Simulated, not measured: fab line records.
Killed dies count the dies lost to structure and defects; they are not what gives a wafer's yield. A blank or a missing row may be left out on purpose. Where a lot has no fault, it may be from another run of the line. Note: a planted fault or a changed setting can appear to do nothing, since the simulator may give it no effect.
Struck lot and sound lot, side by side | flow gf180mcu | 14 steps out of a route of 602
Sound: the wafers L836.2, L836.4, L836.6. Wafers L846.3, L846.4, L846.5 were the ones struck. The cause comes at the end.
Order at every step that has rows: each side's tool, ch and its chambers, its first start. Under that, the readings that differ: sound wafers | struck wafers | difference of the means | sigmas: that difference in standard deviations of wafers without a fault.
alike: a reading whose means differ by less than 2 such deviations, as well as words and numbers matching on both sides. not compared: withheld readings; readings where some wafer has no value; bounds like >300 that might hide an equal value; numbers whose values overlap and for which the record gives no deviation.
A row with sigmas, a row that says differs or no value, or rows on one side alone: a step with any of these is where the two part. Non-overlapping numbers with no deviation appear without sigmas and do not part them. A reading that every wafer of one side lacks parts them only if that side has two wafers or more.

GF_TOP_METAL_SPUTTER_01: material TiN, target thk 30 nm, time 25 s.
  sound: pvd_sputter-03 at day 29 00:52; struck: pvd_sputter-03 at day 32 10:34
  alike: cathode_dc_power_W, chamber_pressure_pa, throttle_valve_pct
GF_TOP_METAL_SPUTTER_02: material AlCu, target thk 900 nm, time 46.82 s.
  sound: pvd_sputter-03 at day 29 00:53; struck: pvd_sputter-03 at day 32 10:35
  alike: cathode_dc_power_W, chamber_pressure_pa, throttle_valve_pct
GF_TOP_METAL_SPUTTER_03: material Ti, target thk 5 nm, time 3.3 s.
  sound: pvd_sputter-03 at day 29 00:56; struck: pvd_sputter-03 at day 32 10:38
  alike: cathode_dc_power_W, chamber_pressure_pa, throttle_valve_pct
GF_TOP_METAL_SPUTTER_04: material TiN, target thk 25 nm, time 20.8 s.
  sound: pvd_sputter-03 at day 29 00:58; struck: pvd_sputter-03 at day 32 10:40
  alike: cathode_dc_power_W, chamber_pressure_pa, throttle_valve_pct
GF_TOP_METAL_RS_MEAS_05: measurement is done with a four-point probe.
  sound: film_metro-01 at day 29 01:00; struck: film_metro-04 at day 32 10:43
  reading                    | sound                | struck               | difference | sigmas
  TOP_METAL_ALCU_RS (ohm/sq) | 0.0334 0.0331 0.0333 | 0.0341 0.0340 0.0339 | +0.0007    | +2
GF_TOP_METAL_THK_MEAS_06: measures by xrf.
  sound: film_metro-01 at day 29 01:07; struck: film_metro-04 at day 32 10:49
  alike: TOP_METAL_ALCU_THK
then, 6 steps without rows for these wafers: GF_TOP_METAL_DEHYDRATE_07 (time 60 s); GF_TOP_METAL_HMDS_08 (prime time 60 s); GF_TOP_METAL_COAT_09 (resist thk 1500 nm); GF_TOP_METAL_SOFTBAKE_10 (time 60 s); GF_TOP_METAL_EXPOSE_11 (exposes mask MetalTop, target cd 440 nm); GF_TOP_METAL_PEB_12.
GF_TOP_METAL_DEVELOP_13: develop time 60 s.
  sound on litho_track-02 ch 0, day 29 19:39; struck on litho_track-01, day 33 03:25
  no value came back on the struck wafers for chill_plate_temp_C (C), develop_time_s (s); on the sound wafers chill_plate_temp_C (C) reads 23.05 23.04 22.95
GF_TOP_METAL_CD_MEAS_14 targets a cd of 440 nm.
  sound: cd_sem-02 at day 29 19:48; struck: cd_sem-01 at day 33 03:33
  reading    | sound             | struck | difference                    | sigmas
  cd_nm (nm) | 437.3 435.1 438.7 | - - -  | no value on the struck wafers |

## WHERE THEY PART
Earliest at GF_TOP_METAL_RS_MEAS_05; latest, in this record, at GF_TOP_METAL_CD_MEAS_14.

WHY: the cause the simulator had injected
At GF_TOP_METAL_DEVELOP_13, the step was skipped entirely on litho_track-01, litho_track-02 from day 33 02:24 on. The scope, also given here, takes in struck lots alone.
